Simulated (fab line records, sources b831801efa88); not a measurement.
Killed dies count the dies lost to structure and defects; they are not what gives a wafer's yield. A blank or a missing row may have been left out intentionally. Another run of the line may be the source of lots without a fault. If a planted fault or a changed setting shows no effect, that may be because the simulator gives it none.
Which tool is to blame? | flow gf180mcu | route of 602 steps, sampled at 1 step: 6 lots, 18 wafers

## WHAT THE GAUGES SHOWED, per wafer
GF_HV_LDD_CD_MEAS_19 targets a cd of 400 nm.
lot  | measured     | on        | cd-nm (nm)
L526 | day 11 05:51 | cd-sem-02 | 398.4 400.8 399.8
L529 | day 12 02:08 | cd-sem-01 | 397.7 400.9 397.9
L532 | day 12 18:29 | cd-sem-01 | 400.4 401.1 402.0
L535 | day 13 21:44 | cd-sem-02 | 397.6 397.9 398.2
L541 | day 15 16:41 | cd-sem-02 | 406.4 404.1 401.7
L547 | day 18 00:44 | cd-sem-02 | 403.1 402.4 401.7

## TOOL THAT RAN EACH LOT (tool first, then ch and the chambers of the sampled wafers, then the start)
No process step before these readings appears in the record.

## THE ANSWER, worked out from the rows above alone
Rule: what is usual is taken from the lots themselves. Put in order of their means at a reading, lots are off if they are a third of the lots or fewer, leave a main group of 4 or more, and stand apart from it by a gap of 3 or more times the standard deviation of the main group's means; of several such gaps the widest counts. The tables above print the reading to a certain number of digits; a main group whose means all agree to those digits is not used. Also off: a lot with no number at a reading for which 4 or more lots have one. Any other lot the step has rows for is counted as sound.
None of the lots is off at any reading shown; this tells nothing.

## WHAT THE SIMULATOR HAD PUT IN
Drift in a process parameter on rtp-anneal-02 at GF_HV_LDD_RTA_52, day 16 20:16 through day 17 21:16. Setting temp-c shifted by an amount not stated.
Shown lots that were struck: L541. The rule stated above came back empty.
